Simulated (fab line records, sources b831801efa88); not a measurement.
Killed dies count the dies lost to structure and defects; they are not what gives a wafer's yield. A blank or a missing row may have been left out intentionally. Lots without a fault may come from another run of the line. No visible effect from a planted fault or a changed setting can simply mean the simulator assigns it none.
Which tool is to blame? ; flow sky130 ; Sampling: 12 lots, 36 wafers, 2 of 708 route steps

## WHAT THE GAUGES READ, wafer by wafer
SKY_CONTACT_THK_MEAS_01.
lot;measured;on;CONTACT_CVD_00_THK (nm)
L075;day 30 23:43;film metro-03;76.5 75.0 76.6
L077;day 31 07:11;film metro-01;74.2 75.2 76.4
L079;day 32 01:52;film metro-04;74.2 76.5 76.1
L081;day 32 10:22;film metro-03;75.1 75.6 75.6
L083;day 33 10:20;film metro-01;74.2 74.4 75.0
L085;day 33 23:41;film metro-04;72.6 74.6 74.3
L087;day 34 16:14;film metro-03;75.3 74.9 75.2
L089;day 36 00:22;film metro-03;74.4 76.0 75.3
L091;day 37 02:23;film metro-01;72.9 74.0 74.4
L093;day 37 03:44;film metro-04;74.9 73.9 76.3
L095;day 37 10:19;film metro-03;74.3 76.1 74.0
L097;day 37 15:38;film metro-04;73.0 74.6 75.0

## WHICH TOOL RAN EACH LOT (tool, then ch and the chambers of the sampled wafers, then the start)
lot;SKY_FIELD_ISO_ETCH_15
L075;rie diel-04 ch 0,2,3, day 2 14:02
L077;rie diel-02 ch 1,3, day 2 20:13
L079;rie diel-04 ch 0,2,3, day 3 07:13
L081;rie diel-01 ch 0,2,3, day 3 16:59
L083;rie diel-02 ch 0,2,3, day 4 03:14
L085;rie diel-01 ch 0,1,3, day 4 14:06
L087;rie diel-04 ch 0,2,3, day 4 23:22
L089;rie diel-02 ch 0,1,3, day 5 10:36
L091;rie diel-02 ch 0,1,2, day 6 01:55
L093;rie diel-02 ch 0,1,3, day 6 08:05
L095;rie diel-04 ch 1,2, day 7 00:56
L097;rie diel-04 ch 2,3, day 7 06:25
- SKY_FIELD_ISO_ETCH_15: etches the open film in CHF3/O2, stops on Si, target depth 180 nm, time 72 s.

## THE ANSWER, worked out from the rows above alone
Rule: what is usual is taken from the lots themselves. The widest of any qualifying gaps counts: lots, ordered by their means at a reading, are off when they make up no more than a third of the lots, leave a main group of 4 or more, and stand apart from it by 3 or more times the standard deviation of that group's means. A main group is skipped when, at the precision printed for the reading in the tables above, its means are all equal. Also off: a lot with no number at a reading for which 4 or more lots have one. The other lots that the step has rows for count as sound.
No lot is off on any of the readings shown, so nothing can be concluded from this.

## WHAT THE SIMULATOR HAD INSERTED
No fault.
